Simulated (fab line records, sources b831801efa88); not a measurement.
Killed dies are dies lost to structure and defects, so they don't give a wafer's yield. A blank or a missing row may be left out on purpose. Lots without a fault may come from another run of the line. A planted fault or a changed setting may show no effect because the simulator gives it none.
fab line records | flow sky130 | part 1 of 2: steps 1 to 34 of 35
record lots=7 wafers=21 last_day=50
route steps=708 shown SD_P@327 RES_XHIGH@332 SD_N@342 SALICIDE@361 PAD_OPEN@708
lots that met no fault: from a run of the same line without faults
start_h: hours from the record's first day to the start of the lot's first wafer shown | wait_h: hours since the lot's step before | " the same as in the row above | L1.1+2: a row that stands for several wafers | - no value, or no start given | * or withheld: withheld | < > ~ a bound
route shown NAME@n: a module of which the file shows steps, and the number in the route of the first | usual: mean/standard deviation of fault-free wafers | same: alike in all rows | chamber/n: place in a boat | sites: the reading at each site | _std_site: their standard deviation | _edge_site: outer sites' mean less inner sites' | radius_mm: how far each site lies from the wafer's centre | mask NAME#n: copy n | behind: the tool/chamber that last shaped the wafer | hold: why the lot was held/for how many hours/how that ended | device: the transistor (n, p or np) that didn't switch | end of line: the same wafers' tests at the end of the route | a step without rows: its recipe alone | killed: dies lost to structure and defects at the first sort, not the wafer's yield | map: a wafer's dies, x killed, . not, _ none there
set.NAME: the setting as run; set.NAME@STEP: as run at that earlier step | model.NAME: the simulator's own value behind a step, which no gauge read
lots at some steps of the route; a table a step, a row a wafer
services: from which hour (start_h, from the record's first day; less than 0 if before it) a tool's chamber was out of use, for how many hours, and why
## steps
# step SKY_SD_P_CD_MEAS_07
# recipe target_cd_nm=380
# usual cd_nm=379.8/2.2
# columns lot.wafer tool chamber start_h wait_h cd_nm
L357.1 cd_sem-02 - 593.75 0.1 379.6
L357.2 " - " " 382.5
L357.5 " - " " 379.2
L363.1 cd_sem-01 - 659.10 0.1 376.1
L363.3 " - " " 379.6
L363.5 " - " " 381.9
L365.1 cd_sem-01 - 667.61 0.1 380.8
L365.2 " - " " 381.1
L365.4 " - " " 381.7
L368.1 cd_sem-01 - 692.36 0.1 378.0
L368.2 " - " " 378.4
L368.4 " - " " 378.1
L370.3 cd_sem-02 - 713.15 0.1 376.7
L370.4 " - " " 378.8
L370.5 " - " " 379.5
L373.3 cd_sem-01 - 733.44 0.1 376.9
L373.4 " - " " 380.7
L373.5 " - " " 379.4
L378.3 cd_sem-01 - 765.25 0.1 380.1
L378.4 " - " " 378.3
L378.5 " - " " 377.5
# step SKY_SD_P_OVL_MEAS_08
# usual SD_P_OVL=0.4/1.5
# columns lot.wafer tool chamber start_h wait_h SD_P_OVL[nm]
L357.1 overlay-02 - 593.87 0.1 0.4
L357.2 " - " " -2.3
L357.5 " - " " 1.5
L363.1 overlay-02 - 659.22 0.1 -0.7
L363.3 " - " " 1.1
L363.5 " - " " 0.1
L365.1 overlay-02 - 667.73 0.1 -0.6
L365.2 " - " " 0.0
L365.4 " - " " 1.0
L368.1 overlay-02 - 692.48 0.1 -1.0
L368.2 " - " " -0.2
L368.4 " - " " 1.3
L370.3 overlay-02 - 713.25 0.1 0.6
L370.4 " - " " -0.1
L370.5 " - " " 1.8
L373.3 overlay-01 - 733.53 0.1 -0.3
L373.4 " - " " -0.7
L373.5 " - " " 0.4
L378.3 overlay-01 - 765.35 0.1 -1.4
L378.4 " - " " -2.0
L378.5 " - " " -0.8
# step SKY_SD_P_IMPLANT_09
# recipe species=BF2 energy_kev=20 dose_cm2=3e+15 tilt_deg=0
# step SKY_SD_P_STRIP_10
# recipe chemistry=O2/N2 power_w=1400 pressure_mtorr=1500 platen_temp_c=withheld o2_flow_sccm=3000 n2_flow_sccm=300 overash_fraction=0.5
# usual drypump_motor_current_A=5.58/0.27 oes_product_au=0.618/0.0047 strip_time_to_endpoint_s=17.49/0.036
# columns lot.wafer tool chamber start_h wait_h drypump_motor_current_A oes_product_au rf_hours_counter_h strip_time_to_endpoint_s
L357.1 plasma_asher-02 0 594.06 0.1 6.04 0.619 16 17.49
L357.2 " 1 " " 5.37 0.612 16 17.46
L357.5 " 0 " " 6.00 0.618 - 17.49
L363.1 plasma_asher-02 0 659.41 0.1 6.02 0.619 23 17.55
L363.3 " 0 " " 6.02 0.613 - 17.47
L363.5 " 0 " " 6.02 0.615 - 17.49
L365.1 plasma_asher-04 0 667.92 0.1 5.11 0.623 97 17.55
L365.2 " 1 " " 5.40 0.609 97 17.55
L365.4 " 1 " " 5.38 0.624 - 17.52
L368.1 plasma_asher-04 1 692.67 0.1 5.36 0.619 100 17.60
L368.2 " 0 " " 5.11 0.613 100 17.57
L368.4 " 0 " " 5.10 0.623 - 17.54
L370.3 plasma_asher-03 0 713.45 0.1 5.60 0.627 - 17.43
L370.4 " 1 " " 5.71 0.623 - 17.50
L370.5 " 0 " " 5.62 0.624 - 17.43
L373.3 plasma_asher-03 0 733.74 0.1 5.61 0.610 - 17.46
L373.4 " 1 " " 5.71 0.614 - 17.50
L373.5 " 1 " " 5.71 0.611 - 17.53
L378.3 plasma_asher-03 1 765.55 0.1 5.72 0.619 - 17.49
L378.4 " 0 " " 5.59 0.613 - 17.50
L378.5 " 0 " " 5.59 0.623 - 17.53
# step SKY_SD_P_TW_MEAS_11
# usual SD_P_TW=2829/19
# columns lot.wafer tool chamber start_h wait_h SD_P_TW
L357.1 film_metro-04 - 594.16 0.1 2871
L357.2 " - " " 2859
L357.5 " - " " 2856
L363.1 film_metro-01 - 659.51 0.1 2827
L363.3 " - " " 2803
L363.5 " - " " 2823
L365.1 film_metro-04 - 668.02 0.1 2840
L365.2 " - " " 2850
L365.4 " - " " 2833
L368.1 film_metro-04 - 692.77 0.1 2823
L368.2 " - " " 2821
L368.4 " - " " 2838
L370.3 film_metro-04 - 713.54 0.1 2814
L370.4 " - " " 2813
L370.5 " - " " 2822
L373.3 film_metro-01 - 733.83 0.1 2832
L373.4 " - " " 2846
L373.5 " - " " 2827
L378.3 film_metro-01 - 765.64 0.1 2836
L378.4 " - " " 2838
L378.5 " - " " 2824
# step SKY_RES_XHIGH_DEHYDRATE_00
# recipe temp_c=200 time_s=60
# step SKY_RES_XHIGH_HMDS_01
# recipe prime_time_s=60 prime_temp_c=120
# step SKY_RES_XHIGH_COAT_02
# recipe resist=NOVOLAK spin_rpm=3000 resist_thk_nm=1140
# step SKY_RES_XHIGH_SOFTBAKE_03
# recipe temp_c=90 time_s=60 resist=NOVOLAK
# step SKY_RES_XHIGH_EXPOSE_04
# recipe mask_id=URPM na=0.6 source_shape=conventional sigma_outer=0.6 polarization=unpolarized target_cd_nm=1270 dose_mj=140
# step SKY_RES_XHIGH_PEB_05
# recipe temp_c=withheld time_s=* resist=NOVOLAK
# step SKY_RES_XHIGH_DEVELOP_06
# recipe resist=NOVOLAK developer=TMAH develop_time_s=60 dev_temp_c=23
# step SKY_RES_XHIGH_IMPLANT_07
# recipe species=BF2 energy_kev=20 dose_cm2=3.6e+14 tilt_deg=0
# usual faraday_current_uA=493/24
# columns lot.wafer tool chamber start_h wait_h faraday_current_uA
L357.1 implanter-03 0 624.13 0.1 489
L357.2 " 0 " " 463
L357.5 " 0 " " 474
L363.1 implanter-03 0 688.18 0.1 474
L363.3 " 0 " " 481
L363.5 " 0 " " 482
L365.1 implanter-01 0 696.23 0.1 475
L365.2 " 0 " " 467
L365.4 " 0 " " 487
L368.1 implanter-03 0 720.50 0.1 486
L368.2 " 0 " " 462
L368.4 " 0 " " 475
L368.1 implanter-03 0 720.82 0.3 483
L368.2 " 0 " " 464
L368.4 " 0 " " 491
L370.3 implanter-03 0 740.25 0.1 482
L370.4 " 0 " " 496
L370.5 " 0 " " 464
L373.3 implanter-01 0 759.93 0.1 480
L373.4 " 0 " " 489
L373.5 " 0 " " 481
L373.3 implanter-01 0 760.25 0.3 491
L373.4 " 0 " " 492
L373.5 " 0 " " 504
L378.3 implanter-03 0 791.27 0.2 486
L378.4 " 0 " " 476
L378.5 " 0 " " 478
L378.3 implanter-03 0 791.58 0.3 479
L378.4 " 0 " " 472
L378.5 " 0 " " 482
# step SKY_RES_XHIGH_STRIP_08
# recipe chemistry=O2/N2 power_w=1400 pressure_mtorr=1500 platen_temp_c=withheld o2_flow_sccm=3000 n2_flow_sccm=300 overash_fraction=0.5
# usual drypump_motor_current_A=5.4/0.36 oes_product_au=0.711/0.004 strip_time_to_endpoint_s=14.27/0.035
# columns lot.wafer tool chamber start_h wait_h drypump_motor_current_A oes_product_au rf_hours_counter_h strip_time_to_endpoint_s
L357.1 plasma_asher-04 0 624.28 0.1 5.1 0.709 93 14.27
L357.2 " 1 " " 5.4 0.706 93 14.23
L357.5 " 1 " " 5.4 0.712 - 14.27
L363.1 plasma_asher-04 0 688.33 0.1 5.1 0.704 99 14.29
L363.3 " 1 " " 5.4 0.711 - 14.26
L363.5 " 1 " " 5.4 0.702 - 14.24
L365.1 plasma_asher-01 1 696.38 0.1 4.9 0.709 88 14.23
L365.2 " 0 " " 5.4 0.712 88 14.26
L365.4 " 0 " " 5.4 0.709 - 14.25
L368.1 plasma_asher-04 0 720.97 0.1 5.1 0.681 103 15.04
L368.2 " 1 " " 5.4 0.691 103 15.08
L368.4 " 1 " " 5.4 0.677 - 15.07
L370.3 plasma_asher-01 0 740.38 0.1 5.4 0.713 - 14.30
L370.4 " 1 " " 4.8 0.710 - 14.27
L370.5 " 1 " " 4.9 0.714 - 14.33
L373.3 plasma_asher-04 1 760.38 0.1 5.4 0.694 - 15.06
L373.4 " 0 " " 5.1 0.687 - 15.15
L373.5 " 0 " " 5.1 0.686 - 15.05
L378.3 plasma_asher-04 1 791.72 0.1 5.4 0.691 - 15.09
L378.4 " 0 " " 5.1 0.686 - 15.10
L378.5 " 0 " " 5.1 0.689 - 15.08
# step SKY_RES_XHIGH_TW_MEAS_09
# usual RES_XHIGH_TW=1642/9.2
# columns lot.wafer tool chamber start_h wait_h RES_XHIGH_TW
L357.1 film_metro-04 - 624.38 0.1 1650
L357.2 " - " " 1652
L357.5 " - " " 1655
L363.1 film_metro-04 - 688.43 0.1 1635
L363.3 " - " " 1644
L363.5 " - " " 1642
L365.1 film_metro-01 - 696.48 0.1 1633
L365.2 " - " " 1642
L365.4 " - " " 1640
L368.1 film_metro-04 - 721.08 0.1 2019
L368.2 " - " " 2011
L368.4 " - " " 2014
L370.3 film_metro-01 - 740.47 0.1 1638
L370.4 " - " " 1644
L370.5 " - " " 1642
L373.3 film_metro-04 - 760.64 0.2 2031
L373.4 " - " " 2021
L373.5 " - " " 2030
L378.3 film_metro-04 - 791.82 0.1 2011
L378.4 " - " " 2010
L378.5 " - " " 2010
# step SKY_SD_N_DEHYDRATE_00
# recipe temp_c=200 time_s=60
# step SKY_SD_N_HMDS_01
# recipe prime_time_s=60 prime_temp_c=120
# step SKY_SD_N_COAT_02
# recipe resist=NOVOLAK spin_rpm=3000 resist_thk_nm=1140
# step SKY_SD_N_SOFTBAKE_03
# recipe temp_c=90 time_s=60 resist=NOVOLAK
# step SKY_SD_N_EXPOSE_04
# recipe mask_id=NSDM na=0.6 source_shape=conventional sigma_outer=0.6 polarization=unpolarized target_cd_nm=380 dose_mj=141
# step SKY_SD_N_PEB_05
# recipe temp_c=withheld time_s=* resist=NOVOLAK
# step SKY_SD_N_DEVELOP_06
# recipe resist=NOVOLAK developer=TMAH develop_time_s=60 dev_temp_c=23
# step SKY_SD_N_CD_MEAS_07
# recipe target_cd_nm=380
# usual cd_nm=380.5/2.5
# columns lot.wafer tool chamber start_h wait_h cd_nm
L357.1 cd_sem-01 - 653.16 0.1 374.6
L357.2 " - " " 377.4
L357.5 " - " " 378.4
L363.1 cd_sem-01 - 716.45 0.1 380.9
L363.3 " - " " 378.6
L363.5 " - " " 380.7
L365.1 cd_sem-01 - 723.71 0.1 382.7
L365.2 " - " " 382.1
L365.4 " - " " 381.3
L368.1 cd_sem-02 - 747.43 0.1 382.3
L368.2 " - " " 383.9
L368.4 " - " " 382.7
L370.3 cd_sem-02 - 767.07 0.1 382.9
L370.4 " - " " 379.7
L370.5 " - " " 379.0
L373.3 cd_sem-02 - 786.00 0.1 381.9
L373.4 " - " " 383.5
L373.5 " - " " 379.5
L378.3 cd_sem-02 - 817.14 0.1 383.2
L378.4 " - " " 378.5
L378.5 " - " " 379.8
# step SKY_SD_N_OVL_MEAS_08
# usual SD_N_OVL=1.6/1
# columns lot.wafer tool chamber start_h wait_h SD_N_OVL[nm]
L357.1 overlay-02 - 653.28 0.1 -0.2
L357.2 " - " " 0.6
L357.5 " - " " 1.6
L363.1 overlay-02 - 716.57 0.1 0.5
L363.3 " - " " 0.1
L363.5 " - " " 2.4
L365.1 overlay-01 - 723.83 0.1 0.6
L365.2 " - " " 1.2
L365.4 " - " " 2.7
L368.1 overlay-01 - 747.55 0.1 2.7
L368.2 " - " " 1.2
L368.4 " - " " 3.0
L370.3 overlay-01 - 767.16 0.1 1.0
L370.4 " - " " 1.0
L370.5 " - " " 3.1
L373.3 overlay-01 - 786.10 0.1 2.7
L373.4 " - " " 3.0
L373.5 " - " " 1.3
L378.3 overlay-01 - 817.23 0.1 1.8
L378.4 " - " " 0.5
L378.5 " - " " 1.7
# step SKY_SD_N_IMPLANT_09
# recipe species=As energy_kev=50 dose_cm2=4e+15 tilt_deg=0
# step SKY_SD_N_IMPLANT_10
# recipe species=P energy_kev=20 dose_cm2=1e+14 tilt_deg=0
# step SKY_SD_N_STRIP_11
# recipe chemistry=O2/N2 power_w=1400 pressure_mtorr=1500 platen_temp_c=withheld o2_flow_sccm=3000 n2_flow_sccm=300 overash_fraction=0.5
# usual drypump_motor_current_A=5.6/0.3 oes_product_au=0.528/0.0041 strip_time_to_endpoint_s=22.55/0.04
# columns lot.wafer tool chamber start_h wait_h drypump_motor_current_A oes_product_au rf_hours_counter_h strip_time_to_endpoint_s
L357.1 plasma_asher-03 0 653.62 0.1 5.6 0.528 52 22.64
L357.2 " 1 " " 5.7 0.526 52 22.58
L357.5 " 1 " " 5.7 0.529 - 22.61
L363.1 plasma_asher-03 1 716.91 0.1 5.7 0.530 58 22.49
L363.3 " 1 " " 5.7 0.524 - 22.51
L363.5 " 1 " " 5.7 0.530 - 22.54
L365.1 plasma_asher-03 0 724.17 0.1 5.6 0.523 59 22.56
L365.2 " 1 " " 5.7 0.530 59 22.54
L365.4 " 1 " " 5.7 0.523 - 22.55
L368.1 plasma_asher-03 1 747.89 0.1 5.7 0.531 62 22.54
L368.2 " 0 " " 5.6 0.537 62 22.55
L368.4 " 0 " " 5.6 0.526 - 22.51
L370.3 plasma_asher-03 0 767.52 0.1 5.6 0.530 - 22.52
L370.4 " 1 " " 5.7 0.525 - 22.53
L370.5 " 0 " " 5.6 0.522 - 22.56
L373.3 plasma_asher-03 1 786.45 0.1 5.7 0.527 - 22.59
L373.4 " 0 " " 5.6 0.539 - 22.58
L373.5 " 1 " " 5.7 0.537 - 22.57
L378.3 plasma_asher-03 1 817.59 0.1 5.7 0.522 - 22.58
L378.4 " 0 " " 5.6 0.530 - 22.59
L378.5 " 0 " " 5.6 0.530 - 22.64
# step SKY_SD_N_TW_MEAS_12
# usual SD_N_TW=3973/30
# columns lot.wafer tool chamber start_h wait_h SD_N_TW
L357.1 film_metro-01 - 653.72 0.1 3959
L357.2 " - " " 3984
L357.5 " - " " 3997
L363.1 film_metro-01 - 717.01 0.1 3950
L363.3 " - " " 3971
L363.5 " - " " 3990
L365.1 film_metro-01 - 724.27 0.1 4019
L365.2 " - " " 3988
L365.4 " - " " 4007
L368.1 film_metro-03 - 747.99 0.1 3961
L368.2 " - " " 3962
L368.4 " - " " 3942
L370.3 film_metro-01 - 767.61 0.1 3994
L370.4 " - " " 4020
L370.5 " - " " 4017
L373.3 film_metro-03 - 786.54 0.1 3933
L373.4 " - " " 3946
L373.5 " - " " 3957
L378.3 film_metro-01 - 817.68 0.1 4032
L378.4 " - " " 4016
L378.5 " - " " 4014
# step SKY_SD_N_CLEAN_13
# recipe chemistry=SC1/SC2 mix=1:4:20 temp_c=70 time_s=150 dry=n2_spin
# step SKY_SD_N_RTA_14
# recipe temp_c=1075 time_s=2 idle_temp_c=650 ramp_up_c_per_s=150 ramp_down_c_per_s=90 ambient=N2
# usual lamp_power_pct=15.74/0.056 wafer_temp_C_max=1078.1/1.2
# columns lot.wafer tool chamber start_h wait_h lamp_power_pct wafer_temp_C_max
L357.1 rtp_anneal-02 0 653.83 0.0 15.77 1076.7
L357.2 " 0 " " 15.75 1078.2
L357.5 " 0 " " 15.75 1076.7
L363.1 rtp_anneal-02 0 717.12 0.0 15.68 1079.2
L363.3 " 0 " " 15.75 1077.5
L363.5 " 0 " " 15.79 1078.5
L365.1 rtp_anneal-02 0 724.38 0.0 15.69 1077.2
L365.2 " 0 " " 15.70 1077.9
L365.4 " 0 " " 15.76 1075.6
L368.1 rtp_anneal-01 0 748.10 0.0 15.70 1076.5
L368.2 " 0 " " 15.79 1078.6
L368.4 " 0 " " 15.74 1079.3
L370.3 rtp_anneal-01 0 767.72 0.0 15.70 1075.1
L370.4 " 0 " " 15.67 1080.4
L370.5 " 0 " " 15.72 1077.4
L373.3 rtp_anneal-02 0 786.65 0.0 15.64 1078.5
L373.4 " 0 " " 15.70 1077.6
L373.5 " 0 " " 15.71 1077.6
L378.3 rtp_anneal-01 0 817.78 0.0 15.69 1077.2
L378.4 " 0 " " 15.84 1076.1
L378.5 " 0 " " 15.73 1078.1
# step SKY_SD_N_RS_MEAS_16
# recipe thk_meas_gauge=four-point-probe
# usual SD_N_RS=68.54/0.098
# columns lot.wafer tool chamber start_h wait_h SD_N_RS[ohm/sq]
L357.1 film_metro-03 - 654.00 0.1 68.52
L357.2 " - " " 68.47
L357.5 " - " " 68.48
L363.1 film_metro-04 - 717.29 0.1 68.52
L363.3 " - " " 68.50
L363.5 " - " " 68.44
L365.1 film_metro-03 - 724.55 0.1 68.58
L365.2 " - " " 68.50
L365.4 " - " " 68.43
L368.1 film_metro-01 - 748.27 0.1 68.35
L368.2 " - " " 68.40
L368.4 " - " " 68.43
L370.3 film_metro-04 - 767.91 0.1 68.64
L370.4 " - " " 68.85
L370.5 " - " " 68.55
L373.3 film_metro-01 - 786.85 0.1 68.58
L373.4 " - " " 68.53
L373.5 " - " " 68.63
L378.3 film_metro-03 - 817.98 0.1 68.61
L378.4 " - " " 68.58
L378.5 " - " " 68.60
# step SKY_SD_N_RS_MEAS_17
# recipe thk_meas_gauge=four-point-probe
# usual SD_P_RS=147.0/0.34
# columns lot.wafer tool chamber start_h wait_h SD_P_RS[ohm/sq]
L357.1 film_metro-03 - 654.12 0.1 147.2
L357.2 " - " " 146.7
L357.5 " - " " 146.7
L363.1 film_metro-04 - 717.41 0.1 147.2
L363.3 " - " " 146.7
L363.5 " - " " 146.7
L365.1 film_metro-03 - 724.67 0.1 146.9
L365.2 " - " " 146.1
L365.4 " - " " 147.1
L368.1 film_metro-01 - 748.39 0.1 146.1
L368.2 " - " " 146.8
L368.4 " - " " 146.5
L370.3 film_metro-04 - 768.03 0.1 146.7
L370.4 " - " " 147.2
L370.5 " - " " 147.0
L373.3 film_metro-01 - 786.97 0.1 147.5
L373.4 " - " " 147.1
L373.5 " - " " 147.7
L378.3 film_metro-03 - 818.10 0.1 147.7
L378.4 " - " " 147.3
L378.5 " - " " 147.5
# step SKY_SD_N_RS_MEAS_18
# recipe thk_meas_gauge=four-point-probe
# usual RES_XHIGH_RS=333.4/1.1
# columns lot.wafer tool chamber start_h wait_h RES_XHIGH_RS[ohm/sq]
L357.1 film_metro-03 - 654.24 0.1 332.2
L357.2 " - " " 330.3
L357.5 " - " " 331.5
L363.1 film_metro-04 - 717.53 0.1 336.3
L363.3 " - " " 334.5
L363.5 " - " " 334.8
L365.1 film_metro-03 - 724.79 0.1 334.0
L365.2 " - " " 333.8
L365.4 " - " " 332.6
L368.1 film_metro-01 - 748.51 0.1 203.8
L368.2 " - " " 204.6
L368.4 " - " " 204.1
L370.3 film_metro-04 - 768.15 0.1 334.1
L370.4 " - " " 334.0
L370.5 " - " " 334.8
L373.3 film_metro-01 - 787.09 0.1 205.2
L373.4 " - " " 203.9
L373.5 " - " " 205.2
L378.3 film_metro-03 - 818.22 0.1 204.6
L378.4 " - " " 204.6
L378.5 " - " " 205.0
# step SKY_SALICIDE_CLEAN_00
# recipe chemistry=HF-last time_s=30 dilution=100:1 dry=ipa_marangoni
## key
first_sign step=SKY_RES_XHIGH_IMPLANT_07 reading=visit direction=added
effect step=SKY_RES_XHIGH_STRIP_08 reading=strip_time_to_endpoint_s direction=up sigmas=23 usual=* struck=*
effect step=SKY_RES_XHIGH_TW_MEAS_09 reading=RES_XHIGH_TW direction=up sigmas=41 usual=1642 struck=2018
effect step=SKY_SD_N_RS_MEAS_18 reading=RES_XHIGH_RS direction=down sigmas=99+ usual=333.4 struck=204.5
model_effect step=SKY_PAD_OPEN_PROBE_99 value=etest.res_xhigh_po.line_ohm_um without=5741 struck=1886
met_at SKY_RES_XHIGH_IMPLANT_07
struck_wafers L368.1,L368.2,L368.4,L373.3,L373.4,L373.5,L378.3,L378.4,L378.5
tester_left_out L368,L373,L378
fault kind=repeated_step_whole tool=implanter-01,implanter-03,implanter-04 chamber=- onset_h=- steps=SKY_RES_XHIGH_IMPLANT_07 times=1 scope=struck_lots_only
# tester_left_out: of these lots the tester's yield and bins aren't shown, on N5 and GAA mostly nor the transistor test; their killed dies are dies lost to structure and defects alone, not to doping, threshold or leakage, so they don't give the yield
